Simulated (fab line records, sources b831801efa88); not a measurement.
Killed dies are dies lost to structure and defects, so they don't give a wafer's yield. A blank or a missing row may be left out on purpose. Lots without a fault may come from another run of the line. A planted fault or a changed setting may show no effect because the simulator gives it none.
fab line records | flow sky130
record lots=7 wafers=20 last_day=50
route steps=708 shown PWDE@54 NWELL@56 PAD_OPEN@708
lots that met no fault: from a run of the same line without faults
start_h: hours from the record's first day to the start of the lot's first wafer shown | wait_h: hours since the lot's step before | " the same as in the row above | L1.1+2: a row that stands for several wafers | - no value, or no start given | * or withheld: withheld | < > ~ a bound
route shown NAME@n: a module of which the file shows steps, and the number in the route of the first | usual: mean/standard deviation of fault-free wafers | same: alike in all rows | chamber/n: place in a boat | sites: the reading at each site | _std_site: their standard deviation | _edge_site: outer sites' mean less inner sites' | radius_mm: how far each site lies from the wafer's centre | mask NAME#n: copy n | behind: the tool/chamber that last shaped the wafer | hold: why the lot was held/for how many hours/how that ended | device: the transistor (n, p or np) that didn't switch | end of line: the same wafers' tests at the end of the route | a step without rows: its recipe alone | killed: dies lost to structure and defects at the first sort, not the wafer's yield | map: a wafer's dies, x killed, . not, _ none there
set.NAME: the setting as run; set.NAME@STEP: as run at that earlier step | model.NAME: the simulator's own value behind a step, which no gauge read
lots at some steps of the route; a table a step, a row a wafer
services: from which hour (start_h, from the record's first day; less than 0 if before it) a tool's chamber was out of use, for how many hours, and why
## steps
# step SKY_PWDE_STRIP_09
# recipe chemistry=O2/N2 power_w=1400 pressure_mtorr=1500 platen_temp_c=withheld o2_flow_sccm=3000 n2_flow_sccm=300 overash_fraction=0.5
# usual drypump_motor_current_A=5.8/0.45 oes_product_au=0.722/0.0047 strip_time_to_endpoint_s=36.96/0.094
# columns lot.wafer tool chamber start_h wait_h drypump_motor_current_A oes_product_au rf_hours_counter_h strip_time_to_endpoint_s
L288.2 plasma_asher-04 0 79.13 0.1 5.3 0.721 37 36.98
L288.3 " 0 " " 5.3 0.723 - 36.88
L288.5 " 0 " " 5.3 0.721 - 36.92
L289.1 plasma_asher-02 1 86.08 0.1 6.2 0.719 28 36.95
L289.3 " 1 " " 6.2 0.727 - 36.97
L289.4 " 0 " " 5.9 0.728 - 36.92
L298.2 plasma_asher-04 1 137.23 0.1 5.5 0.728 44 36.91
L298.5 " 1 " " 5.4 0.723 - 36.83
L301.1 plasma_asher-03 0 152.13 0.1 6.1 0.731 48 37.01
L301.3 " 0 " " 6.0 0.723 - 36.94
L301.5 " 1 " " 6.7 0.724 - 36.93
L302.1 plasma_asher-03 1 157.58 0.1 6.6 0.720 49 36.94
L302.2 " 0 " " 6.0 0.730 49 36.90
L302.5 " 1 " " 6.5 0.723 - 36.92
L303.1 plasma_asher-03 0 164.13 0.1 6.0 0.717 50 36.94
L303.2 " 1 " " 6.6 0.722 50 36.90
L303.3 " 0 " " 6.1 0.725 - 36.91
L308.1 plasma_asher-02 1 196.28 0.1 6.2 0.711 38 37.01
L308.4 " 1 " " 6.2 0.721 - 36.97
L308.6 " 1 " " 6.2 0.730 - 36.97
# step SKY_PWDE_TW_MEAS_10
# usual PWDE_TW=372/4
# columns lot.wafer tool chamber start_h wait_h PWDE_TW
L288.2 film_metro-01 - 79.24 0.1 367
L288.3 " - " " 369
L288.5 " - " " 367
L289.1 film_metro-03 - 86.18 0.1 377
L289.3 " - " " 377
L289.4 " - " " 375
L298.2 film_metro-01 - 137.34 0.1 369
L298.5 " - " " 369
L301.1 film_metro-04 - 152.23 0.1 376
L301.3 " - " " 376
L301.5 " - " " 378
L302.1 film_metro-04 - 157.68 0.1 377
L302.2 " - " " 376
L302.5 " - " " 378
L303.1 film_metro-04 - 164.23 0.1 374
L303.2 " - " " 375
L303.3 " - " " 377
L308.1 film_metro-03 - 196.38 0.1 374
L308.4 " - " " 374
L308.6 " - " " 372
# step SKY_NWELL_DEHYDRATE_03
# recipe temp_c=200 time_s=60
# step SKY_NWELL_HMDS_04
# recipe prime_time_s=60 prime_temp_c=120
# step SKY_NWELL_COAT_05
# recipe spin_rpm=2000 resist_thk_nm=3000
# step SKY_NWELL_SOFTBAKE_06
# recipe temp_c=110 time_s=withheld
# step SKY_NWELL_EXPOSE_07
# recipe mask_id=NWM na=0.6 source_shape=conventional sigma_outer=0.6 polarization=unpolarized target_cd_nm=840 dose_mj=255
# step SKY_NWELL_PEB_08
# recipe temp_c=115 time_s=withheld
# step SKY_NWELL_DEVELOP_09
# recipe wall_angle_deg=90 developer=TMAH develop_time_s=60 dev_temp_c=23
# step SKY_NWELL_OVL_MEAS_10
# usual NWELL_00_OVL=0.0/1.6
# columns lot.wafer tool chamber start_h wait_h NWELL_00_OVL[nm]
L288.2 overlay-01 - 96.37 - 2.7
L288.3 " - " " -0.1
L288.5 " - " " -0.9
L289.1 overlay-01 - 103.20 - -2.6
L289.3 " - " " -1.2
L289.4 " - " " -3.8
L298.2 overlay-02 - 155.90 - 0.5
L298.5 " - " " 1.5
L301.1 overlay-01 - 171.31 - -0.3
L301.3 " - " " -0.5
L301.5 " - " " -1.7
L302.1 overlay-01 - 177.20 - -1.4
L302.2 " - " " -0.7
L302.5 " - " " -0.6
L303.1 overlay-02 - 184.40 - 0.3
L303.2 " - " " -1.2
L303.3 " - " " 0.8
L308.1 overlay-02 - 217.46 - -0.2
L308.4 " - " " -0.1
L308.6 " - " " 1.5
# step SKY_NWELL_IMPLANT_11
# recipe species=P energy_kev=400 dose_cm2=1.9e+13 tilt_deg=withheld
# step SKY_NWELL_IMPLANT_12
# recipe species=P energy_kev=120 dose_cm2=1.3e+12 tilt_deg=withheld
# step SKY_NWELL_IMPLANT_13
# recipe species=P energy_kev=50 dose_cm2=7e+11 tilt_deg=withheld
# usual beam_on_s=10.01/0.2 end_station_pressure_torr=5e-06/2.7e-07 faraday_current_uA=3.94/0.079
# same implant_ion_amu=31
# columns lot.wafer tool chamber start_h wait_h beam_on_s end_station_pressure_torr faraday_current_uA
L288.2 implanter-02 0 96.72 0.1 9.99 4.58e-06 3.96
L288.3 " 0 " " 10.02 4.75e-06 3.92
L288.5 " 0 " " 9.99 5.32e-06 3.93
L289.1 implanter-04 0 103.53 0.1 10.18 5.4e-06 3.89
L289.3 " 0 " " 10.16 5.04e-06 3.90
L289.4 " 0 " " 10.17 4.94e-06 3.87
L298.2 implanter-04 0 156.26 0.1 11.60 5.07e-06 3.40
L298.5 " 0 " " 10.19 5.54e-06 3.87
L301.1 implanter-04 0 171.65 0.1 11.59 5.15e-06 3.41
L301.3 " 0 " " 10.02 4.7e-06 3.95
L301.5 " 0 " " 9.69 4.87e-06 4.06
L302.1 implanter-04 0 177.54 0.1 11.72 5.16e-06 3.38
L302.2 " 0 " " 11.72 5.64e-06 3.36
L302.5 " 0 " " 10.02 4.92e-06 3.94
L303.1 implanter-03 0 184.73 0.1 9.76 4.88e-06 4.04
L303.2 " 0 " " 10.08 5.01e-06 3.93
L303.3 " 0 " " 10.19 5.19e-06 3.87
L308.1 implanter-02 0 217.80 0.1 10.28 5.03e-06 3.85
L308.4 " 0 " " 10.25 5.1e-06 3.86
L308.6 " 0 " " 10.03 4.8e-06 3.95
# step SKY_NWELL_STRIP_14
# recipe chemistry=O2/N2 power_w=1400 pressure_mtorr=1500 platen_temp_c=withheld o2_flow_sccm=3000 n2_flow_sccm=300 overash_fraction=0.5
# usual drypump_motor_current_A=6.0/0.58 oes_product_au=0.722/0.0047 strip_time_to_endpoint_s=36.96/0.12
# columns lot.wafer tool chamber start_h wait_h drypump_motor_current_A oes_product_au rf_hours_counter_h strip_time_to_endpoint_s
L288.2 plasma_asher-03 1 96.85 0.1 6.6 0.724 43 36.90
L288.3 " 1 " " 6.7 0.715 - 36.83
L288.5 " 0 " " 6.0 0.727 - 36.89
L289.1 plasma_asher-03 0 103.68 0.1 6.0 0.721 44 36.82
L289.3 " 0 " " 6.0 0.726 - 36.87
L289.4 " 1 " " 6.6 0.718 - 36.78
L298.2 plasma_asher-02 1 156.38 0.1 6.2 0.720 35 36.89
L298.5 " 1 " " 6.2 0.727 - 37.00
L301.1 plasma_asher-03 0 171.80 0.1 6.0 0.726 50 36.97
L301.3 " 0 " " 6.0 0.718 - 36.89
L301.5 " 1 " " 6.7 0.718 - 37.00
L302.1 plasma_asher-02 0 177.69 0.1 5.9 0.723 37 36.92
L302.2 " 1 " " 6.2 0.716 37 36.86
L302.5 " 1 " " 6.2 0.712 - 36.92
L303.1 plasma_asher-03 0 184.88 0.1 6.0 0.731 52 36.92
L303.2 " 1 " " 6.6 0.715 52 36.83
L303.3 " 1 " " 6.6 0.728 - 36.92
L308.1 plasma_asher-03 0 217.95 0.1 6.0 0.727 54 36.99
L308.4 " 1 " " 6.6 0.720 - 36.95
L308.6 " 0 " " 6.0 0.722 - 36.95
# step SKY_PAD_OPEN_PROBE_99
# usual killed_at_M0_to_M3=45/7.3 killed_at_M4_up=3.1/1.7 killed_at_contacts=25/5.1 killed_at_front_end=15/4.5 killed_at_other=0.3/0.56 killed_dies=88/9.4 killed_open=47/6.6 killed_short=40/6.9
# same gross_dies=492 killed_at_back_side=0
# columns lot.wafer tool chamber start_h wait_h killed_at_M0_to_M3 killed_at_M4_up killed_at_contacts killed_at_front_end killed_at_other killed_dies killed_open killed_short model.etest.pfet_g5v0d10v5.off_log10_a_um model.etest.pfet_01v8_lvt.off_log10_a_um model.etest.pfet_g5v0d10v5.vt_sat_v model.etest.pfet_16v.vt_v model.etest.pfet_g5v0d10v5.vt_v model.etest.pfet_g5v0d10v5.vt_long_v model.etest.pfet_01v8_lvt.vt_sat_v model.etest.pfet_01v8_lvt.vt_v
L288.2 prober-02 - 1080.30 0.1 44 4 25 11 0 84 38 44 -12.53 -8.52 -0.6214 -1.071 -0.8173 -0.9061 -0.4168 -0.5117
L288.3 prober-02 - 1080.35 0.2 66 4 27 17 0 114 65 49 -12.47 -8.691 -0.6278 -1.076 -0.826 -0.9109 -0.4196 -0.5151
L288.5 prober-02 - 1080.45 0.2 42 2 27 17 0 88 36 51 -12.13 -8.638 -0.5985 -1.082 -0.7977 -0.9164 -0.4234 -0.5195
L289.1 prober-01 - 1092.21 0.1 46 2 27 17 0 92 54 36 -12.65 -9.047 -0.6426 -1.113 -0.836 -0.9438 -0.4505 -0.5415
L289.3 prober-01 - 1092.31 0.2 44 5 22 23 0 94 39 54 -12.73 -8.79 -0.657 -1.109 -0.8498 -0.9436 -0.4465 -0.5386
L289.4 prober-01 - 1092.36 0.2 41 1 31 14 1 88 43 45 -12.66 -8.973 -0.6474 -1.118 -0.837 -0.9497 -0.4486 -0.5415
L298.2 prober-01 - 1144.94 0.1 45 2 21 23 0 91 43 48 -12.94 -9.118 -0.6656 -1.136 -0.8542 -0.9632 -0.4751 -0.5661
L298.5 prober-01 - 1145.09 0.2 39 1 30 14 1 85 59 26 -12.41 -8.656 -0.6283 -1.101 -0.8265 -0.9296 -0.4363 -0.531
L301.1 prober-02 - 1163.61 0.1 46 2 16 15 0 79 36 43 -13.17 -9.2 -0.6957 -1.142 -0.8841 -0.9644 -0.4692 -0.5584
L301.3 prober-02 - 1163.71 0.2 37 4 33 17 0 91 48 43 -12.66 -8.812 -0.6494 -1.106 -0.8458 -0.9331 -0.438 -0.5335
L301.5 prober-02 - 1163.81 0.2 31 4 29 14 0 78 42 36 -12.77 -8.879 -0.6426 -1.097 -0.8419 -0.9215 -0.4403 -0.5342
L302.1 prober-01 - 1164.52 0.1 48 3 19 16 0 86 40 46 -13.21 -9.262 -0.7104 -1.151 -0.8902 -0.9767 -0.4744 -0.5639
L302.2 prober-01 - 1164.57 0.1 58 4 22 14 0 98 46 52 -13.14 -9.272 -0.7029 -1.148 -0.8857 -0.9756 -0.4791 -0.5707
L302.5 prober-01 - 1164.72 0.2 37 3 30 15 0 85 49 36 -12.8 -8.663 -0.651 -1.106 -0.8459 -0.9349 -0.4335 -0.529
L303.1 prober-02 - 1168.82 0.1 37 4 22 16 0 79 48 31 -12.28 -8.729 -0.6263 -1.09 -0.8259 -0.9141 -0.4465 -0.5394
L303.2 prober-02 - 1168.87 0.1 49 3 22 9 0 83 51 32 -12.48 -8.868 -0.6314 -1.096 -0.8277 -0.9239 -0.4429 -0.5356
L303.3 prober-02 - 1168.92 0.2 39 2 29 17 0 87 53 34 -12.45 -8.907 -0.6281 -1.09 -0.824 -0.9231 -0.4408 -0.5327
L308.1 prober-01 - 1196.66 0.1 42 3 25 11 1 82 42 40 -12.68 -8.841 -0.6375 -1.099 -0.8303 -0.9274 -0.4496 -0.541
L308.4 prober-01 - 1196.81 0.2 40 2 25 13 0 80 45 34 -12.7 -8.932 -0.6364 -1.098 -0.8245 -0.9323 -0.4417 -0.5327
L308.6 prober-01 - 1196.91 0.2 46 3 26 12 2 89 41 47 -12.4 -8.963 -0.6153 -1.09 -0.8084 -0.9248 -0.4424 -0.536
# killed by level:class
L288.2 CONTACT:geometric_particle:open=10 VIA1:geometric_particle:open=10 METAL1:geometric_particle:short=7 POLY_GATE:geometric_particle:short=6 CONTACT:geometric_particle:short=5 LI_CONTACT:geometric_particle:open=4 VIA1:geometric_particle:short=4 METAL2:geometric_particle:short=4
L288.3 VIA1:geometric_particle:open=20 METAL2:geometric_particle:short=11 VIA2:geometric_particle:open=10 VIA3:geometric_particle:open=10 CONTACT:geometric_particle:short=8 CONTACT:geometric_particle:open=8 LOCAL_INTERCONNECT:geometric_particle:short=6 FIELD_ISO:geometric_particle:open=4
L288.5 CONTACT:geometric_particle:open=11 VIA1:geometric_particle:short=9 VIA1:geometric_particle:open=9 VIA2:geometric_particle:open=7 CONTACT:geometric_particle:short=6 FIELD_ISO:geometric_particle:short=5 POLY_GATE:geometric_particle:short=5 LI_CONTACT:geometric_particle:short=5
L289.1 CONTACT:geometric_particle:open=15 VIA1:geometric_particle:open=12 LI_CONTACT:geometric_particle:open=8 METAL2:geometric_particle:short=7 METAL3:geometric_particle:short=6 POLY_GATE:geometric_particle:short=5 POLY_GATE:geometric_particle:open=5 METAL1:geometric_particle:short=5
L289.3 VIA1:geometric_particle:open=7 POLY_GATE:geometric_particle:short=6 METAL1:geometric_particle:short=6 LOCAL_INTERCONNECT:geometric_particle:short=6 CONTACT:geometric_particle:short=6 VIA2:geometric_particle:open=6 FIELD_ISO:geometric_particle:open=5 CONTACT:geometric_particle:open=5
L289.4 CONTACT:geometric_particle:open=9 VIA1:geometric_particle:open=9 METAL2:geometric_particle:short=8 VIA3:geometric_particle:open=8 CONTACT:geometric_particle:short=7 LOCAL_INTERCONNECT:geometric_particle:short=7 LI_CONTACT:geometric_particle:open=5 METAL1:geometric_particle:short=4
L298.2 VIA2:geometric_particle:open=9 CONTACT:geometric_particle:open=8 POLY_GATE:geometric_particle:short=7 FIELD_ISO:geometric_particle:short=6 VIA1:geometric_particle:short=6 METAL2:geometric_particle:short=6 VIA3:geometric_particle:open=6 VIA2:geometric_particle:short=5
L298.5 LI_CONTACT:geometric_particle:open=12 CONTACT:geometric_particle:open=11 VIA1:geometric_particle:open=11 VIA2:geometric_particle:open=6 VIA1:geometric_particle:short=6 POLY_GATE:geometric_particle:open=5 METAL1:geometric_particle:short=4 VIA3:geometric_particle:open=4
L301.1 VIA1:geometric_particle:open=12 POLY_GATE:geometric_particle:short=9 METAL2:geometric_particle:short=8 VIA2:geometric_particle:open=6 LI_CONTACT:geometric_particle:open=4 CONTACT:geometric_particle:open=4 VIA1:geometric_particle:short=4 VIA3:geometric_particle:short=4
L301.3 LI_CONTACT:geometric_particle:open=10 CONTACT:geometric_particle:open=9 VIA1:geometric_particle:open=8 FIELD_ISO:geometric_particle:short=6 CONTACT:geometric_particle:short=6 LOCAL_INTERCONNECT:geometric_particle:short=5 VIA2:geometric_particle:open=5 POLY_GATE:geometric_particle:open=4
L301.5 CONTACT:geometric_particle:open=9 LI_CONTACT:geometric_particle:open=8 VIA1:geometric_particle:open=6 LOCAL_INTERCONNECT:geometric_particle:short=5 METAL1:geometric_particle:short=5 CONTACT:geometric_particle:short=4 FIELD_ISO:geometric_particle:short=3 POLY_GATE:geometric_particle:open=3
L302.1 METAL1:geometric_particle:short=10 LI_CONTACT:geometric_particle:open=8 VIA1:geometric_particle:open=7 VIA3:geometric_particle:open=6 VIA3:geometric_particle:short=5 METAL2:geometric_particle:short=5 FIELD_ISO:geometric_particle:short=4 POLY_GATE:geometric_particle:open=4
L302.2 VIA2:geometric_particle:open=10 METAL1:geometric_particle:short=10 VIA1:geometric_particle:open=9 LI_CONTACT:geometric_particle:open=6 CONTACT:geometric_particle:open=6 METAL3:geometric_particle:short=6 CONTACT:geometric_particle:short=5 VIA1:geometric_particle:short=5
L302.5 VIA1:geometric_particle:open=14 CONTACT:geometric_particle:short=8 CONTACT:geometric_particle:open=8 LI_CONTACT:geometric_particle:open=7 VIA2:geometric_particle:open=7 VIA2:geometric_particle:short=6 FIELD_ISO:geometric_particle:open=5 FIELD_ISO:geometric_particle:short=4
L303.1 LI_CONTACT:geometric_particle:open=10 VIA3:geometric_particle:open=8 CONTACT:geometric_particle:open=6 VIA1:geometric_particle:short=6 VIA2:geometric_particle:open=5 VIA1:geometric_particle:open=5 POLY_GATE:geometric_particle:open=4 POLY_GATE:geometric_particle:short=4
L303.2 VIA1:geometric_particle:open=13 LI_CONTACT:geometric_particle:open=8 CONTACT:geometric_particle:open=8 VIA2:geometric_particle:open=6 VIA3:geometric_particle:open=5 METAL1:geometric_particle:short=4 VIA3:geometric_particle:short=4 FIELD_ISO:geometric_particle:open=3
L303.3 VIA1:geometric_particle:open=11 LI_CONTACT:geometric_particle:open=10 CONTACT:geometric_particle:open=9 VIA3:geometric_particle:open=7 FIELD_ISO:geometric_particle:short=6 FIELD_ISO:geometric_particle:open=5 VIA1:geometric_particle:short=4 LOCAL_INTERCONNECT:geometric_particle:short=4
L308.1 LI_CONTACT:geometric_particle:open=10 VIA1:geometric_particle:open=9 METAL1:geometric_particle:short=8 CONTACT:geometric_particle:open=7 VIA2:geometric_particle:short=5 CONTACT:geometric_particle:short=4 VIA1:geometric_particle:short=3 VIA3:geometric_particle:open=3
L308.4 CONTACT:geometric_particle:open=12 VIA2:geometric_particle:open=9 LI_CONTACT:geometric_particle:open=9 METAL2:geometric_particle:short=6 POLY_GATE:geometric_particle:open=4 POLY_GATE:geometric_particle:short=4 VIA1:geometric_particle:short=4 METAL1:geometric_particle:short=4
L308.6 VIA1:geometric_particle:open=12 CONTACT:geometric_particle:open=11 METAL2:geometric_particle:short=9 METAL1:geometric_particle:short=5 VIA3:geometric_particle:open=5 FIELD_ISO:geometric_particle:short=4 LI_CONTACT:geometric_particle:open=4 LOCAL_INTERCONNECT:geometric_particle:short=4
## services
# columns tool chamber start_h hours kind
implanter-04 - 79.55 3.5 pm
implanter-04 - 100.33 1.6 repair
plasma_asher-02 - 132.73 0.6 repair
plasma_asher-03 - 155.52 1.0 repair
plasma_asher-03 - 187.46 2.8 pm
implanter-03 - 210.09 16.7 pm
implanter-04 - 214.56 3.9 repair
## key
first_sign step=SKY_NWELL_IMPLANT_13 reading=beam_on_s direction=up sigmas=8.2 usual=10.01 struck=11.66
effect step=SKY_NWELL_IMPLANT_13 reading=faraday_current_uA direction=down sigmas=7.1 usual=3.94 struck=3.39
model_effect step=SKY_PAD_OPEN_PROBE_99 value=etest.pfet_g5v0d10v5.off_log10_a_um without=-12.64 struck=-13.12
met_at SKY_NWELL_IMPLANT_13
struck_wafers L298.2,L301.1,L302.1,L302.2
tester_left_out L298,L301,L302
onset_between 103.53 156.26
fault kind=process_parameter_drift tool=implanter-04 chamber=- onset_h=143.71 steps=SKY_NWELL_IMPLANT_13 channel=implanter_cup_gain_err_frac offset=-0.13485 shape=step end_h=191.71 scope=struck_wafers_only
# tester_left_out: of these lots the tester's yield and bins aren't shown, on N5 and GAA mostly nor the transistor test; their killed dies are dies lost to structure and defects alone, not to doping, threshold or leakage, so they don't give the yield
